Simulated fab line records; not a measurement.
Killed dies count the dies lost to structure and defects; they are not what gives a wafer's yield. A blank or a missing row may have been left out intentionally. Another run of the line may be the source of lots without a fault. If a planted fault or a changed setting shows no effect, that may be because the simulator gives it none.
8D (eight disciplines) problem report, filled in by code -- flow gf180mcu -- the parts of the form that need people (team, actions taken, sign-off) are left out

== 1. THE ISSUE ==
Wafers without a fault read 230.2 nm, standard deviation 1.3; cd nm at GF_M1_CD_MEAS_14 reads a mean of 263.3 nm on 9 wafers belonging to 3 lots. Relative to the usual mean, that is a shift of +25 standard deviations.
The step: target cd 230 nm.
First observed at day 23 02:53: wafer L292.3, on cd sem-02. The record holds 45 wafers of 15 lots with a number at this step. Rule for "out", or "out of limits": more than 4 standard deviations from the usual mean. The rest of the wafers with a number are treated as sound.

== 2. WHAT THIS IS AND IS NOT ==
question,is,is not
which readings at this step,cd nm,-
which lots,"L292, L293, L294","L276, L277, L278, L279, L280, L281, L282, L283, L284, L285, L286, L297"
which wafers of those lots,all that have a number,-
read on which gauges,"cd sem-01, cd sem-02",-
when,from day 23 02:53,up to then (33 sound wafers); but 3 sound wafers of L297 came after

== 3. WHAT RULES OUT EACH SUSPECT ==
Counting: a tool at a process step up to the reading stays a suspect if it ran every lot that is out and no sound lot after the first of them.
- the gauge at GF_M1_CD_MEAS_14 has been ruled out. The wafers that are out were read on 2 gauges (cd sem-01, cd sem-02).
- krf scanner-01 at GF_M1_EXPOSE_11 (exposes mask Metal1, target cd 230 nm): kept. All lots that are out passed through it, beginning with L292 at day 22 15:16, and no sound lot followed; its final sound lot before that point was L286 at day 20 17:14. Out on those wafers are its own readings of exposure dose mJ cm2.
After counting, what remains is krf scanner-01 at GF_M1_EXPOSE_11.

== 4. THE CAUSE (what the simulator had put in) ==
Process parameter drift: krf scanner-01, from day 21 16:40 on, at GF_M1_EXPOSE_11. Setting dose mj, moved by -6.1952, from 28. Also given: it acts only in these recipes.
This tool alone remained once counting was done.

== 5. THE CHAIN OF EFFECTS, in route order ==
Each row: a reading whose mean over the struck wafers that have a number lies more than 3 standard deviations from the usual. Scope: only readings with a usual standard deviation given in the record; hours: median across lots of the time from each lot's start at the first step in this table that gives one to its start at this step; sigmas: change in usual standard deviations.
hours,step,reading,usual,on struck wafers,change,sigmas
0,GF_M1_EXPOSE_11,exposure dose mJ cm2,28.000,22.573,-5.427,-99 or more
11,GF_M1_CD_MEAS_14,cd nm,230.2 nm,263.3,+33.1,+25
The process steps in it:
- GF_M1_EXPOSE_11: exposes mask Metal1, target cd 230 nm.

== 6. WHAT WOULD HAVE CAUGHT IT SOONER ==
The first out-of-limits reading at a measuring or inspecting step in this record came at day 23 02:53, 34 hours after the fault's start at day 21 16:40.
The tool's own readings at GF_M1_EXPOSE_11 were out on every struck wafer that the step has a row for (exposure dose mJ cm2): an alarm limit on them would have fired on the first of those.
Among the 3 lots that are out, L294 began GF_M1_EXPOSE_11 on krf scanner-01 after day 23 02:53. A tool hold placed at that time would have kept it from harm.
